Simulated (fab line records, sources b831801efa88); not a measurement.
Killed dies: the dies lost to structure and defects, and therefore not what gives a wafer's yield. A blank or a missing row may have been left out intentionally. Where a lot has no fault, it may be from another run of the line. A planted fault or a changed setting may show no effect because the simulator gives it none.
fab line records	flow sky130
[record] lots = 24	wafers = 72	lastDay = 50
route steps=708 shown VIA3@594 VIA4@650 METAL5@661 PASSIVATION@682
lots that met no fault: from a run of the same line without faults
startH: start of the lot's first displayed wafer, in hours after the record's first day	waitH: hours elapsed since this lot's preceding step	" the same as in the row above	L1.1+2: a row that stands for several wafers	- no value, or no start was given	* or withheld: withheld	< > ~ a bound
route shown NAME@n: names a module that has steps shown in the file, with the first one's number in the route	usual: the fault-free wafers' mean and standard deviation	same: alike in all rows	chamber/n: place in a boat	sites: the reading at each site	_std_site: standard deviation across them	_edge_site: outer sites' mean less inner sites'	radiusMm: for every site, how far away it sits from the centre of the wafer	mask NAME#n: copy n	behind: the most recent tool/chamber to have shaped the wafer	hold: the reason the lot was held/the length of the hold in hours/how it ended	device: which transistor (n, p or np) failed to switch	end of line: the route-end tests of the same wafers	a step without rows: its recipe alone	killed: dies lost to structure and defects at the first sort, not the wafer's yield	map: dies across one wafer; x = killed, . = not, _ = none there
set.NAME: the setting the step ran with; set.NAME@STEP: the setting that earlier step ran with	model.NAME: the simulator's own value behind a step, which no gauge read
the route's steps for a sample of lots (tables are steps, rows are wafers)
services: the hour from which a tool's chamber was out of use, counted from the record's first day as startH (under 0 if before that day), plus the number of hours and why
[[steps]]
[step SKY_VIA3_CVD_21]
[recipe] material = W	targetThkNm = 390	timeS = 117.31	tempC = 400	pressureTorr = 40
[usual] heaterPowerW = 890/71
lot.wafer	tool	chamber	startH	waitH	heaterPowerW
L074.3	cvdW-01	0	922.16	0.1	806
L074.4	"	1	"	"	933
L074.5	"	0	"	"	803
L075.3	cvdW-01	1	936.30	0.1	927
L075.4	"	0	"	"	781
L075.6	"	0	"	"	802
L076.1	cvdW-02	1	954.42	0.0	848
L076.2	"	0	"	"	977
L076.3	"	1	"	"	866
L077.2	cvdW-02	1	961.62	0.0	825
L077.4	"	1	"	"	843
L077.5	"	1	"	"	836
L079.4	cvdW-02	0	966.65	0.1	972
L079.5	"	1	"	"	838
L079.6	"	0	"	"	962
L078.2	cvdW-02	0	972.77	0.0	962
L078.3	"	0	"	"	941
L078.4	"	1	"	"	831
L080.2	cvdW-01	1	977.36	0.0	938
L080.5	"	0	"	"	800
L080.6	"	1	"	"	944
L081.2	cvdW-02	0	989.06	0.0	971
L081.4	"	0	"	"	983
L081.6	"	0	"	"	944
L082.3	cvdW-01	0	990.00	0.1	806
L082.5	"	0	"	"	794
L082.6	"	1	"	"	935
L083.3	cvdW-01	0	991.57	0.1	777
L083.5	"	1	"	"	937
L083.6	"	0	"	"	780
L084.1	cvdW-01	0	1001.53	0.0	800
L084.4	"	0	"	"	791
L084.6	"	0	"	"	782
L085.2	cvdW-01	0	1010.48	0.0	802
L085.3	"	1	"	"	954
L085.6	"	0	"	"	763
L086.3	cvdW-01	1	1016.36	0.1	949
L086.5	"	1	"	"	943
L086.6	"	0	"	"	797
L087.2	cvdW-02	1	1023.97	0.0	850
L087.3	"	1	"	"	844
L087.6	"	1	"	"	838
L089.3	cvdW-02	1	1030.45	0.1	850
L089.5	"	1	"	"	857
L089.6	"	0	"	"	952
L088.1	cvdW-02	1	1033.68	0.0	843
L088.2	"	0	"	"	982
L088.6	"	1	"	"	841
L090.1	cvdW-01	0	1042.42	0.0	797
L090.3	"	1	"	"	961
L090.5	"	1	"	"	962
L091.1	cvdW-02	0	1048.17	0.0	965
L091.2	"	1	"	"	863
L091.6	"	1	"	"	870
L092.1	cvdW-01	1	1051.36	0.0	944
L092.4	"	0	"	"	802
L092.6	"	1	"	"	940
L093.2	cvdW-01	0	1058.98	0.0	803
L093.4	"	1	"	"	949
L093.6	"	0	"	"	801
L094.2	cvdW-02	0	1067.93	0.0	984
L094.5	"	1	"	"	857
L094.6	"	0	"	"	953
L095.2	cvdW-02	0	1068.17	0.0	970
L095.5	"	1	"	"	839
L095.6	"	0	"	"	948
L096.1	cvdW-01	1	1071.83	0.0	960
L096.2	"	0	"	"	813
L096.6	"	0	"	"	801
L097.1	cvdW-02	1	1081.06	0.0	868
L097.5	"	0	"	"	961
L097.6	"	1	"	"	872
[step SKY_VIA4_OVL_MEAS_11]
[usual] VIA4_OVL = 1.4/1.4
lot.wafer	tool	chamber	startH	waitH	VIA4_OVL[nm]
L074.3	overlay-01	-	996.36	0.1	0.4
L074.4	"	-	"	"	3.3
L074.5	"	-	"	"	2.3
L075.3	overlay-01	-	1010.78	0.1	-0.8
L075.4	"	-	"	"	-0.7
L075.6	"	-	"	"	-1.1
L076.1	overlay-01	-	1027.00	0.1	0.6
L076.2	"	-	"	"	-0.3
L076.3	"	-	"	"	0.8
L077.2	overlay-01	-	1035.31	0.1	0.6
L077.4	"	-	"	"	1.6
L077.5	"	-	"	"	0.7
L079.4	overlay-02	-	1039.20	0.1	3.7
L079.5	"	-	"	"	3.8
L079.6	"	-	"	"	2.7
L078.2	overlay-01	-	1045.04	0.1	1.1
L078.3	"	-	"	"	3.7
L078.4	"	-	"	"	3.1
L080.2	overlay-02	-	1048.96	0.1	3.6
L080.5	"	-	"	"	2.9
L080.6	"	-	"	"	3.5
L081.2	overlay-02	-	1060.42	0.1	3.2
L081.4	"	-	"	"	0.9
L081.6	"	-	"	"	4.9
L082.3	overlay-01	-	1060.73	0.1	2.3
L082.5	"	-	"	"	2.0
L082.6	"	-	"	"	1.1
L083.3	overlay-01	-	1062.71	0.1	2.6
L083.5	"	-	"	"	1.3
L083.6	"	-	"	"	1.5
L084.1	overlay-01	-	1070.57	0.1	1.1
L084.4	"	-	"	"	0.3
L084.6	"	-	"	"	1.7
L085.2	overlay-01	-	1079.04	0.1	3.0
L085.3	"	-	"	"	1.4
L085.6	"	-	"	"	0.7
L086.3	overlay-02	-	1084.41	0.1	0.7
L086.5	"	-	"	"	-0.4
L086.6	"	-	"	"	1.2
L087.2	overlay-02	-	1091.21	0.1	2.8
L087.3	"	-	"	"	1.9
L087.6	"	-	"	"	2.1
L089.3	overlay-02	-	1097.08	0.1	0.0
L089.5	"	-	"	"	2.9
L089.6	"	-	"	"	1.9
L088.1	overlay-02	-	1102.15	0.1	3.9
L088.2	"	-	"	"	1.5
L088.6	"	-	"	"	2.0
L090.1	overlay-02	-	1108.57	0.1	0.0
L090.3	"	-	"	"	0.6
L090.5	"	-	"	"	0.7
L091.1	overlay-02	-	1114.50	0.1	1.0
L091.2	"	-	"	"	1.2
L091.6	"	-	"	"	-0.1
L092.1	overlay-02	-	1116.57	0.1	4.1
L092.4	"	-	"	"	2.5
L092.6	"	-	"	"	2.5
L093.2	overlay-01	-	1123.99	0.1	-0.9
L093.4	"	-	"	"	0.1
L093.6	"	-	"	"	-0.9
L094.2	overlay-02	-	1132.29	0.1	2.4
L094.5	"	-	"	"	2.4
L094.6	"	-	"	"	1.8
L095.2	overlay-01	-	1132.92	0.1	0.4
L095.5	"	-	"	"	-0.2
L095.6	"	-	"	"	0.1
L096.1	overlay-02	-	1135.53	0.1	1.2
L096.2	"	-	"	"	-0.1
L096.6	"	-	"	"	2.8
L097.1	overlay-01	-	1143.35	0.1	0.2
L097.5	"	-	"	"	-0.1
L097.6	"	-	"	"	0.7
[step SKY_METAL5_SPUTTER_00]
[recipe] material = Ti	targetThkNm = 15	powerW = 3000	timeS = 10	chamberPressurePa = 0.4
[usual] throttleValvePct = 30.4/0.85
lot.wafer	tool	chamber	startH	waitH	throttleValvePct
L074.3	pvdSputter-02	-	998.05	0.1	31.0
L074.4	"	-	"	"	29.4
L074.5	"	-	"	"	30.3
L075.3	pvdSputter-02	-	1012.16	0.1	29.7
L075.4	"	-	"	"	30.3
L075.6	"	-	"	"	30.8
L076.1	pvdSputter-03	-	1028.40	0.2	27.8
L076.2	"	-	"	"	30.7
L076.3	"	-	"	"	29.1
L077.2	pvdSputter-02	-	1036.70	0.2	29.7
L077.4	"	-	"	"	31.2
L077.5	"	-	"	"	30.7
L079.4	pvdSputter-02	-	1040.57	0.1	29.5
L079.5	"	-	"	"	31.2
L079.6	"	-	"	"	30.4
L078.2	pvdSputter-03	-	1046.46	0.1	29.4
L078.3	"	-	"	"	27.7
L078.4	"	-	"	"	29.0
L080.2	pvdSputter-04	-	1050.35	0.2	30.4
L080.5	"	-	"	"	30.2
L080.6	"	-	"	"	29.7
L081.2	pvdSputter-02	-	1061.81	0.2	29.5
L081.4	"	-	"	"	31.1
L081.6	"	-	"	"	29.3
L082.3	pvdSputter-04	-	1062.11	0.2	30.6
L082.5	"	-	"	"	31.7
L082.6	"	-	"	"	30.3
L083.3	pvdSputter-03	-	1064.10	0.1	29.4
L083.5	"	-	"	"	30.8
L083.6	"	-	"	"	29.3
L084.1	pvdSputter-04	-	1071.99	0.1	29.7
L084.4	"	-	"	"	31.5
L084.6	"	-	"	"	30.5
L085.2	pvdSputter-02	-	1080.42	0.2	31.0
L085.3	"	-	"	"	30.8
L085.6	"	-	"	"	30.6
L086.3	pvdSputter-04	-	1086.41	0.2	31.7
L086.5	"	-	"	"	30.6
L086.6	"	-	"	"	31.4
L087.2	pvdSputter-02	-	1092.60	0.2	29.8
L087.3	"	-	"	"	30.5
L087.6	"	-	"	"	31.3
L089.3	pvdSputter-02	-	1098.48	0.2	31.4
L089.5	"	-	"	"	29.6
L089.6	"	-	"	"	30.4
L088.1	pvdSputter-02	-	1103.55	0.2	30.5
L088.2	"	-	"	"	30.6
L088.6	"	-	"	"	31.3
L090.1	pvdSputter-04	-	1110.00	0.2	30.3
L090.3	"	-	"	"	30.6
L090.5	"	-	"	"	30.2
L091.1	pvdSputter-03	-	1115.90	0.2	30.8
L091.2	"	-	"	"	29.5
L091.6	"	-	"	"	29.5
L092.1	pvdSputter-02	-	1117.96	0.2	29.5
L092.4	"	-	"	"	31.0
L092.6	"	-	"	"	31.3
L093.2	pvdSputter-02	-	1125.38	0.2	31.3
L093.4	"	-	"	"	30.5
L093.6	"	-	"	"	30.9
L094.2	pvdSputter-04	-	1133.72	0.2	30.5
L094.5	"	-	"	"	30.5
L094.6	"	-	"	"	31.4
L095.2	pvdSputter-02	-	1134.32	0.1	30.9
L095.5	"	-	"	"	30.3
L095.6	"	-	"	"	31.3
L096.1	pvdSputter-02	-	1137.29	0.1	31.2
L096.2	"	-	"	"	30.4
L096.6	"	-	"	"	30.7
L097.1	pvdSputter-02	-	1144.79	0.2	31.2
L097.5	"	-	"	"	30.0
L097.6	"	-	"	"	29.7
[step SKY_METAL5_SPUTTER_03]
[recipe] material = Ti	targetThkNm = 5	powerW = 3000	timeS = 3.3	chamberPressurePa = 0.4
[usual] throttleValvePct = 30.3/0.84
lot.wafer	tool	chamber	startH	waitH	throttleValvePct
L074.3	pvdSputter-02	-	998.15	0.0	30.6
L074.4	"	-	"	"	29.6
L074.5	"	-	"	"	30.4
L075.3	pvdSputter-02	-	1012.26	0.0	29.4
L075.4	"	-	"	"	30.4
L075.6	"	-	"	"	30.7
L076.1	pvdSputter-03	-	1028.49	0.0	28.0
L076.2	"	-	"	"	30.6
L076.3	"	-	"	"	29.1
L077.2	pvdSputter-02	-	1036.79	0.0	29.6
L077.4	"	-	"	"	31.0
L077.5	"	-	"	"	30.8
L079.4	pvdSputter-02	-	1040.67	0.0	29.6
L079.5	"	-	"	"	31.0
L079.6	"	-	"	"	30.4
L078.2	pvdSputter-03	-	1046.56	0.0	29.2
L078.3	"	-	"	"	27.6
L078.4	"	-	"	"	29.5
L080.2	pvdSputter-04	-	1050.44	0.0	30.7
L080.5	"	-	"	"	30.4
L080.6	"	-	"	"	29.6
L081.2	pvdSputter-02	-	1061.91	0.0	29.7
L081.4	"	-	"	"	31.1
L081.6	"	-	"	"	29.6
L082.3	pvdSputter-04	-	1062.21	0.0	30.6
L082.5	"	-	"	"	31.4
L082.6	"	-	"	"	30.5
L083.3	pvdSputter-03	-	1064.20	0.0	29.5
L083.5	"	-	"	"	30.8
L083.6	"	-	"	"	29.3
L084.1	pvdSputter-04	-	1072.09	0.0	29.9
L084.4	"	-	"	"	31.4
L084.6	"	-	"	"	30.5
L085.2	pvdSputter-02	-	1080.52	0.0	31.3
L085.3	"	-	"	"	30.9
L085.6	"	-	"	"	30.5
L086.3	pvdSputter-04	-	1086.51	0.0	31.4
L086.5	"	-	"	"	30.7
L086.6	"	-	"	"	31.5
L087.2	pvdSputter-02	-	1092.70	0.0	29.6
L087.3	"	-	"	"	30.7
L087.6	"	-	"	"	31.1
L089.3	pvdSputter-02	-	1098.58	0.0	31.2
L089.5	"	-	"	"	29.6
L089.6	"	-	"	"	30.7
L088.1	pvdSputter-02	-	1103.65	0.0	30.1
L088.2	"	-	"	"	30.8
L088.6	"	-	"	"	31.2
L090.1	pvdSputter-04	-	1110.10	0.0	30.3
L090.3	"	-	"	"	30.5
L090.5	"	-	"	"	30.2
L091.1	pvdSputter-03	-	1116.00	0.0	30.6
L091.2	"	-	"	"	29.4
L091.6	"	-	"	"	29.5
L092.1	pvdSputter-02	-	1118.06	0.0	29.5
L092.4	"	-	"	"	30.7
L092.6	"	-	"	"	31.0
L093.2	pvdSputter-02	-	1125.47	0.0	31.1
L093.4	"	-	"	"	30.6
L093.6	"	-	"	"	30.5
L094.2	pvdSputter-04	-	1133.82	0.0	30.3
L094.5	"	-	"	"	30.6
L094.6	"	-	"	"	31.5
L095.2	pvdSputter-02	-	1134.41	0.0	30.9
L095.5	"	-	"	"	30.4
L095.6	"	-	"	"	31.1
L096.1	pvdSputter-02	-	1137.39	0.0	31.1
L096.2	"	-	"	"	30.4
L096.6	"	-	"	"	30.8
L097.1	pvdSputter-02	-	1144.89	0.0	31.1
L097.5	"	-	"	"	30.5
L097.6	"	-	"	"	29.6
[step SKY_PASSIVATION_THK_MEAS_01]
[recipe] reads = SiO2_of_PASSIVATION_CVD_00
[usual] PASSIVATION_CVD_00_THK = 89.7/0.97
lot.wafer	tool	chamber	startH	waitH	PASSIVATION_CVD_00_THK[nm]
L074.3	filmMetro-04	-	1022.66	-	88.7
L074.4	"	-	"	"	89.8
L074.5	"	-	"	"	89.9
L075.3	filmMetro-03	-	1036.21	-	88.9
L075.4	"	-	"	"	89.3
L075.6	"	-	"	"	89.3
L076.1	filmMetro-04	-	1052.59	-	90.2
L076.2	"	-	"	"	90.4
L076.3	"	-	"	"	92.0
L077.2	filmMetro-03	-	1059.27	-	88.5
L077.4	"	-	"	"	90.4
L077.5	"	-	"	"	88.8
L079.4	filmMetro-01	-	1063.91	-	89.8
L079.5	"	-	"	"	89.4
L079.6	"	-	"	"	90.0
L078.2	filmMetro-01	-	1069.46	-	89.7
L078.3	"	-	"	"	90.3
L078.4	"	-	"	"	91.9
L080.2	filmMetro-01	-	1071.85	-	89.9
L080.5	"	-	"	"	90.8
L080.6	"	-	"	"	90.5
L081.2	filmMetro-01	-	1083.44	-	88.9
L081.4	"	-	"	"	89.6
L081.6	"	-	"	"	90.0
L082.3	filmMetro-01	-	1084.49	-	90.3
L082.5	"	-	"	"	91.1
L082.6	"	-	"	"	90.7
L083.3	filmMetro-03	-	1086.15	-	89.5
L083.5	"	-	"	"	90.9
L083.6	"	-	"	"	90.3
L084.1	filmMetro-04	-	1093.72	-	88.6
L084.4	"	-	"	"	90.8
L084.6	"	-	"	"	90.5
L085.2	filmMetro-03	-	1102.80	-	90.0
L085.3	"	-	"	"	88.2
L085.6	"	-	"	"	90.2
L086.3	filmMetro-01	-	1108.11	-	90.2
L086.5	"	-	"	"	91.0
L086.6	"	-	"	"	90.5
L087.2	filmMetro-04	-	1113.67	-	89.0
L087.3	"	-	"	"	90.5
L087.6	"	-	"	"	89.7
L089.3	filmMetro-03	-	1119.45	-	88.9
L089.5	"	-	"	"	91.1
L089.6	"	-	"	"	91.4
L088.1	filmMetro-01	-	1124.03	-	89.8
L088.2	"	-	"	"	89.9
L088.6	"	-	"	"	88.9
L090.1	filmMetro-01	-	1130.74	-	88.2
L090.3	"	-	"	"	89.5
L090.5	"	-	"	"	91.7
L091.1	filmMetro-03	-	1136.26	-	88.6
L091.2	"	-	"	"	88.4
L091.6	"	-	"	"	90.9
L092.1	filmMetro-04	-	1138.16	-	88.8
L092.4	"	-	"	"	90.6
L092.6	"	-	"	"	90.6
L093.2	filmMetro-01	-	1145.39	-	88.7
L093.4	"	-	"	"	89.6
L093.6	"	-	"	"	89.7
L094.2	filmMetro-03	-	1153.03	-	88.9
L094.5	"	-	"	"	90.6
L094.6	"	-	"	"	89.8
L095.2	filmMetro-03	-	1153.76	-	88.7
L095.5	"	-	"	"	91.1
L095.6	"	-	"	"	91.1
L096.1	filmMetro-04	-	1156.24	-	89.6
L096.2	"	-	"	"	89.1
L096.6	"	-	"	"	90.3
L097.1	filmMetro-04	-	1163.67	-	89.8
L097.5	"	-	"	"	90.4
L097.6	"	-	"	"	91.6
[step SKY_PASSIVATION_THK_MEAS_03]
[recipe] reads = Si3N4_of_PASSIVATION_CVD_02
[usual] PASSIVATION_CVD_02_THK = 537/6.2
lot.wafer	tool	chamber	startH	waitH	PASSIVATION_CVD_02_THK[nm]
L074.3	filmMetro-03	-	1022.95	-	538
L074.4	"	-	"	"	545
L074.5	"	-	"	"	541
L075.3	filmMetro-01	-	1036.49	-	534
L075.4	"	-	"	"	542
L075.6	"	-	"	"	539
L076.1	filmMetro-01	-	1052.88	-	525
L076.2	"	-	"	"	525
L076.3	"	-	"	"	528
L077.2	filmMetro-01	-	1059.66	-	536
L077.4	"	-	"	"	536
L077.5	"	-	"	"	540
L079.4	filmMetro-03	-	1064.19	-	536
L079.5	"	-	"	"	529
L079.6	"	-	"	"	535
L078.2	filmMetro-03	-	1069.75	-	529
L078.3	"	-	"	"	530
L078.4	"	-	"	"	532
L080.2	filmMetro-01	-	1072.13	-	532
L080.5	"	-	"	"	542
L080.6	"	-	"	"	547
L081.2	filmMetro-01	-	1083.73	-	536
L081.4	"	-	"	"	538
L081.6	"	-	"	"	543
L082.3	filmMetro-01	-	1084.77	-	532
L082.5	"	-	"	"	537
L082.6	"	-	"	"	534
L083.3	filmMetro-04	-	1086.44	-	533
L083.5	"	-	"	"	536
L083.6	"	-	"	"	536
L084.1	filmMetro-01	-	1094.01	-	533
L084.4	"	-	"	"	547
L084.6	"	-	"	"	545
L085.2	filmMetro-04	-	1103.20	-	533
L085.3	"	-	"	"	537
L085.6	"	-	"	"	545
L086.3	filmMetro-04	-	1108.39	-	535
L086.5	"	-	"	"	542
L086.6	"	-	"	"	546
L087.2	filmMetro-01	-	1113.96	-	538
L087.3	"	-	"	"	537
L087.6	"	-	"	"	547
L089.3	filmMetro-04	-	1119.73	-	534
L089.5	"	-	"	"	537
L089.6	"	-	"	"	531
L088.1	filmMetro-03	-	1124.32	-	541
L088.2	"	-	"	"	544
L088.6	"	-	"	"	547
L090.1	filmMetro-04	-	1131.02	-	543
L090.3	"	-	"	"	536
L090.5	"	-	"	"	545
L091.1	filmMetro-04	-	1136.67	-	535
L091.2	"	-	"	"	540
L091.6	"	-	"	"	545
L092.1	filmMetro-01	-	1138.44	-	532
L092.4	"	-	"	"	538
L092.6	"	-	"	"	537
L093.2	filmMetro-01	-	1145.67	-	530
L093.4	"	-	"	"	544
L093.6	"	-	"	"	539
L094.2	filmMetro-01	-	1153.32	-	536
L094.5	"	-	"	"	546
L094.6	"	-	"	"	548
L095.2	filmMetro-01	-	1154.04	-	539
L095.5	"	-	"	"	545
L095.6	"	-	"	"	548
L096.1	filmMetro-01	-	1156.53	-	532
L096.2	"	-	"	"	537
L096.6	"	-	"	"	539
L097.1	filmMetro-01	-	1163.96	-	532
L097.5	"	-	"	"	544
L097.6	"	-	"	"	533
[[services]]
tool	chamber	startH	hours	kind
cvdW-02	-	904.00	14.0	pm
cvdW-02	0	904.00	14.0	ventCycle
cvdW-02	1	904.00	14.0	ventCycle
pvdSputter-04	-	911.31	1.6	repair
cvdW-02	0	918.00	-	clean
cvdW-02	1	918.00	-	clean
cvdW-01	-	953.53	6.9	pm
pvdSputter-02	1	954.68	-	consumableReplace:kit
pvdSputter-02	1	954.68	18.0	scheduledDown
pvdSputter-02	1	954.68	18.0	ventCycle
pvdSputter-02	-	955.71	0.5	repair
pvdSputter-03	1	1028.56	-	consumableReplace:kit
cvdW-01	-	1029.50	1.0	repair
pvdSputter-04	-	1033.47	8.0	repair
cvdW-02	1	1046.57	-	calibration
pvdSputter-04	2	1057.14	-	consumableReplace:kit
pvdSputter-04	2	1057.14	18.0	scheduledDown
pvdSputter-04	2	1057.14	18.0	ventCycle
pvdSputter-02	0	1120.17	-	consumableReplace:kit
pvdSputter-02	0	1120.17	18.0	scheduledDown
pvdSputter-02	0	1120.17	18.0	ventCycle
pvdSputter-04	1	1137.51	-	consumableReplace:kit
pvdSputter-04	1	1137.51	18.0	scheduledDown
pvdSputter-04	1	1137.51	18.0	ventCycle
[[key]]
fault none
